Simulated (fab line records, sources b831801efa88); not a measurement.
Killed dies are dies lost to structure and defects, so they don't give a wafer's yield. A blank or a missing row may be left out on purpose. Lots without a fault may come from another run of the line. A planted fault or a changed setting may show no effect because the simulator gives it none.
Which tool did it? | flow gf180mcu | 15 lots, 45 wafers sampled, at 4 steps of a route of 602

WHAT THE GAUGES READ, wafer by wafer
GF_POLY_GATE_CD_MEAS_10: target cd 280 nm.
lot  | measured     | on        | cd_nm (nm)
L233 | day 9 06:48  | cd_sem-02 | 279.3 278.0 278.4
L236 | day 10 04:47 | cd_sem-01 | 280.4 279.8 278.9
L238 | day 10 19:03 | cd_sem-02 | 279.9 280.8 281.6
L239 | day 11 02:19 | cd_sem-02 | 280.2 281.1 280.0
L240 | day 11 07:17 | cd_sem-02 | 280.8 280.3 280.8
L242 | day 11 20:41 | cd_sem-02 | 278.1 277.2 278.8
L245 | day 12 16:34 | cd_sem-02 | 280.6 279.3 282.3
L246 | day 13 03:37 | cd_sem-01 | 279.5 278.6 278.8
L247 | day 13 09:05 | cd_sem-02 | 279.9 279.4 278.5
L248 | day 13 17:59 | cd_sem-02 | 281.0 280.5 280.0
L249 | day 13 19:42 | cd_sem-01 | 280.4 281.2 279.5
L252 | day 15 00:17 | cd_sem-01 | 280.2 280.0 279.9
L253 | day 15 04:50 | cd_sem-02 | 280.5 281.3 280.4
L254 | day 15 14:05 | cd_sem-01 | 279.8 281.3 281.5
L255 | day 15 16:25 | cd_sem-01 | 280.9 280.9 279.8

GF_M1_OVL_MEAS_15.
lot  | measured     | on         | M1_OVL (nm)
L233 | day 17 06:37 | overlay-01 | 3 3 -5
L236 | day 18 14:19 | overlay-01 | -7 -3 -9
L238 | day 19 08:09 | overlay-02 | -3 -10 -5
L239 | day 19 13:23 | overlay-02 | -14 -9 -12
L240 | day 19 18:11 | overlay-01 | -3 -4 0
L242 | day 20 14:32 | overlay-02 | 3 2 4
L245 | day 21 13:05 | overlay-02 | 5 1 1
L249 | day 23 00:04 | overlay-02 | -7 0 3
L252 | day 24 04:20 | overlay-02 | -5 2 -1
L253 | day 24 06:43 | overlay-01 | -9 -3 -3
L254 | day 24 16:23 | overlay-01 | 2 -3 0
L255 | day 24 18:31 | overlay-02 | 0 1 2

WHICH TOOL RAN EACH LOT (tool, then ch and the chambers of the sampled wafers, then the start)
lot  | GF_HV_LDD_CVD_54            | GF_CONTACT_SPUTTER_22
L233 | lpcvd-01 ch 1, day 12 11:58 | pvd_sputter-03, day 16 06:10
L236 | lpcvd-02 ch 1, day 13 17:45 | pvd_sputter-01, day 17 13:45
L238 | lpcvd-01 ch 1, day 14 05:33 | pvd_sputter-01, day 18 06:28
L239 | lpcvd-01 ch 1, day 14 12:32 | pvd_sputter-03, day 18 12:19
L240 | lpcvd-02 ch 1, day 14 17:18 | pvd_sputter-03, day 18 16:47
L242 | lpcvd-02 ch 0, day 15 10:15 | pvd_sputter-02, day 19 13:02
L245 | lpcvd-01 ch 0, day 16 07:27 | pvd_sputter-03, day 20 11:28
L246 | lpcvd-01 ch 0, day 16 20:23 | -
L247 | lpcvd-02 ch 1, day 17 03:12 | -
L248 | lpcvd-01 ch 1, day 17 11:49 | -
L249 | lpcvd-01 ch 0, day 17 16:35 | pvd_sputter-02, day 21 23:55
L252 | lpcvd-02 ch 1, day 18 23:27 | pvd_sputter-03, day 23 05:31
L253 | lpcvd-01 ch 1, day 19 04:08 | pvd_sputter-01, day 23 07:37
L254 | lpcvd-01 ch 0, day 19 14:55 | pvd_sputter-03, day 23 17:07
L255 | lpcvd-01 ch 1, day 19 16:05 | pvd_sputter-03, day 23 19:07
- GF_HV_LDD_CVD_54: deposits SiO2 from TEOS, target thk 10 nm, time 75 s.
- GF_CONTACT_SPUTTER_22: material Ti, target thk 15 nm, time 80.02 s.

WHAT THE TOOLS THEMSELVES READ (means of the sampled wafers that have a number; where no wafer has one, the mark that the record gives instead)
GF_HV_LDD_CVD_54.
lot  | tool     | pressure_mtorr (mTorr) | spike_tc_bottom_C (C)
L233 | lpcvd-01 | 399.0                  | 697.5
L236 | lpcvd-02 | 400.2                  | 698.8
L238 | lpcvd-01 | 400.7                  | 697.0
L239 | lpcvd-01 | 400.5                  | 698.5
L240 | lpcvd-02 | 400.6                  | 698.4
L242 | lpcvd-02 | 400.3                  | 699.8
L245 | lpcvd-01 | 400.0                  | 693.5
L246 | lpcvd-01 | -                      | -
L247 | lpcvd-02 | -                      | -
L248 | lpcvd-01 | -                      | -
L249 | lpcvd-01 | 400.0                  | 694.0
L252 | lpcvd-02 | 400.3                  | 699.7
L253 | lpcvd-01 | 399.4                  | 697.1
L254 | lpcvd-01 | 400.6                  | 694.2
L255 | lpcvd-01 | 400.5                  | 697.8

GF_CONTACT_SPUTTER_22.
lot  | tool           | throttle_valve_pct (%)
L233 | pvd_sputter-03 | 29.6
L236 | pvd_sputter-01 | 30.0
L238 | pvd_sputter-01 | 29.8
L239 | pvd_sputter-03 | 30.3
L240 | pvd_sputter-03 | 30.3
L242 | pvd_sputter-02 | 29.6
L245 | pvd_sputter-03 | 29.6
L249 | pvd_sputter-02 | 30.0
L252 | pvd_sputter-03 | 29.8
L253 | pvd_sputter-01 | 29.8
L254 | pvd_sputter-03 | 30.0
L255 | pvd_sputter-03 | 29.6

THE ANSWER, worked out from the rows above alone
Rule: what is usual is taken from the lots themselves. Put in order of their means at a reading, lots are off if they are a third of the lots or fewer, leave a main group of 4 or more, and stand apart from it by a gap of 3 or more times the standard deviation of the main group's means; of several such gaps the widest counts. A main group whose means are all the same, to the digits that the tables above print for the reading, isn't used. A lot without any number at a reading at which 4 lots or more have one is off too. The other lots that the step has rows for count as sound. The gauges are gone through in route order, then the tools' own readings, and for those a lot's mean is taken as printed above. The first step at which some lot is off is used, and at that step the reading that is off furthest; a lot without a number counts as furthest.
Off: L246, L247, L248, at GF_HV_LDD_CVD_54 (pressure_mtorr). Without a number there: L246, L247, L248. The main group: mean 400.2 mTorr, standard deviation 0.49.
A tool fits if, at that step or a process step before it, it ran every lot that is off, and no sound lot after the first of them. None of those tried fits.

WHAT THE SIMULATOR HAD PUT IN
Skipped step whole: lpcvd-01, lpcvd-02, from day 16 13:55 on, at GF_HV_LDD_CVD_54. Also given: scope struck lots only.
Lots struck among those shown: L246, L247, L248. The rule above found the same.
